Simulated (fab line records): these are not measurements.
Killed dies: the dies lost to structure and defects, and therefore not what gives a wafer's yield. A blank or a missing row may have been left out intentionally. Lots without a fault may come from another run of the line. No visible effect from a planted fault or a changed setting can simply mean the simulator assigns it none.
Code-filled problem report in 8D (eight disciplines) form || flow gf180mcu || the parts of the form that need people (team, actions taken, sign-off) are left out

1. THE PROBLEM
A mean of 60 s is read at GF_V2_CMP_04 for timeToEndpointS, taken on 1 wafer of 1 lot, against 81 s (standard deviation 4.5) on wafers free of any fault. That is -4.7 standard deviations from the usual mean.
The step: polishes SiO2.
First seen on wafer L733.2, day 24 01:58, on cmp-02. The record has a number at this step for 36 wafers belonging to 12 lots. Rule for "out", or "out of limits": more than 4 standard deviations from the usual mean. Any other wafer with a number is counted as sound.

2. WHAT IT IS, AND WHAT IT ISN'T
{"question": "which readings at this step", "is": "timeToEndpointS", "is not": "motorCurrentA, retainingRingPressureFrac"}
{"question": "which lots", "is": "L733", "is not": "L721, L722, L723, L725, L726, L728, L729, L730, L735, L741, L742"}
{"question": "which wafers of those lots", "is": "L733.2", "is not": "L733.1, L733.4"}
{"question": "read on which tools", "is": "cmp-02", "is not": "cmp-01"}
{"question": "when", "is": "from day 24 01:58", "is not": "up to then (26 sound wafers); but 9 sound wafers of L735, L741, L742 came after"}

3. SUSPECTS, AND WHAT RULES EACH OUT
Counting: a tool at a process step up to the reading stays a suspect if it ran every lot that is out. Sound lots after the first of them don't rule it out here, since some wafers of a struck lot are sound.
- cmp-02 at GF_V2_CMP_04 (polishes SiO2): kept. L733, the lot that is out, went through it at day 24 01:58; up to then, the latest sound lot through it was L730 at day 23 13:04. On those wafers its own readings are out: timeToEndpointS.
- In cmp-02 at GF_V2_CMP_04, the wafers that are out were processed in chamber 1 and their sound lot-mates in chambers 0, 2.
Left after counting: cmp-02 at GF_V2_CMP_04.

4. THE CAUSE (what the simulator had put in)
cmp-02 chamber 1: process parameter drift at GF_V2_CMP_04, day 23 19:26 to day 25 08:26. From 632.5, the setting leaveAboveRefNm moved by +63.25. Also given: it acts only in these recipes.
Counting left only this tool.

5. THE EFFECT CHAIN, in route order
Each row: a reading where the mean over the struck wafers with a number is more than 3 standard deviations away from the usual. Scope: only readings with a usual standard deviation given in the record; hours: median across lots of the time from each lot's start at the first step in this table that gives one to its start at this step; sigmas: change in usual standard deviations.
{"hours": 0, "step": "GF_V2_CMP_04", "reading": "timeToEndpointS", "usual": "81 s", "on struck wafers": 60, "change": -21, "sigmas": -4.7}
{"hours": "-", "step": "GF_V2_ETCH_17", "reading": "oesProductAu", "usual": "0.855 a.u.", "on struck wafers": 0.898, "change": "+0.043", "sigmas": "+9.8"}
Its process steps:
- GF_V2_CMP_04: polishes SiO2.
- GF_V2_ETCH_17: etches SiO2 in C4F8/O2/Ar, stops on TiN, target depth 630 nm.

6. HOW IT WOULD HAVE BEEN CAUGHT EARLIER
The fault began at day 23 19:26; the first out-of-limits reading in this record came at day 24 01:58, 7 hours later.
